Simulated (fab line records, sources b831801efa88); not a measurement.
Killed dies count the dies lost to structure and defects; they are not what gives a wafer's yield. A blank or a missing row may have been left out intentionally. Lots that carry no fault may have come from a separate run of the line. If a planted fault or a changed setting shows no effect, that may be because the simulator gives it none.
Which tool was responsible? ; flow sky130 ; 72 wafers sampled from 24 lots at 1 step of a route of 708

== WHAT EACH GAUGE READ, for each wafer ==
SKY_SD_P_CD_MEAS_07: the cd target is 380 nm. Usual: cd nm 380.4 nm, standard deviation 2.2.
lot;measured;on;cd nm (nm);flag
L074;day 25 14:38;cd sem-01;380.1 382.1 383.9;
L075;day 25 16:11;cd sem-02;379.8 379.8 379.6;
L076;day 26 04:12;cd sem-02;378.9 377.5 378.4;
L077;day 27 01:32;cd sem-02;382.6 379.3 382.0;
L078;day 27 16:17;cd sem-01;381.8 382.9 384.5;
L079;day 27 20:14;cd sem-02;382.9 383.7 382.5;
L080;day 28 00:32;cd sem-02;381.5 380.9 380.9;
L081;day 28 09:55;cd sem-02;380.8 382.8 382.7;
L082;day 28 22:44;cd sem-01;382.1 383.0 382.8;
L083;day 29 06:54;cd sem-02;377.6 377.9 376.5;
L084;day 29 09:25;cd sem-01;378.9 381.6 380.8;
L085;day 30 05:42;cd sem-02;381.5 383.0 382.2;
L087;day 30 05:56;cd sem-02;380.1 380.4 377.7;
L086;day 30 06:14;cd sem-01;383.1 380.6 380.8;
L088;day 30 17:11;cd sem-01;378.1 378.5 376.5;
L089;day 30 17:31;cd sem-01;380.4 375.3 377.1;
L090;day 31 02:05;cd sem-01;378.6 379.9 378.4;
L091;day 31 11:49;cd sem-02;379.0 377.6 382.2;
L092;day 31 16:41;cd sem-02;376.9 379.1 376.8;
L093;day 31 20:57;cd sem-02;383.3 384.7 381.4;
L094;day 32 12:28;cd sem-02;382.1 382.0 381.1;
L095;day 32 19:50;cd sem-02;382.4 381.9 381.5;
L096;day 33 02:23;cd sem-02;378.6 380.1 379.6;
L097;day 33 15:27;cd sem-01;380.2 377.7 379.0;

== EACH LOT AND THE TOOL THAT RAN IT (in order: tool; ch and the chambers of the sampled wafers; start) ==
The record shows no process step preceding these readings.

== WHAT THE TOOLS THEMSELVES READ (means of the sampled wafers that have a number; where no wafer has one, the mark that the record gives instead) ==
The record holds no such reading with a usual standard deviation.

== THE ANSWER, worked out from the rows above alone ==
Rule: lot off if the mean of its wafers having a number is beyond 3 standard deviations from the usual mean. Also off: a lot with no number at a reading for which 4 or more lots have one. Any other lot the step has rows for is counted as sound. After the gauges, taken in route order, come the tools' own readings; for these a lot's mean is taken, as printed above. The first step at which some lot is off is used, and at that step the reading that is off furthest; a lot without a number counts as furthest.
No lot is off at any reading shown: from this, nothing can be told.

== WHAT THE SIMULATOR PUT IN ==
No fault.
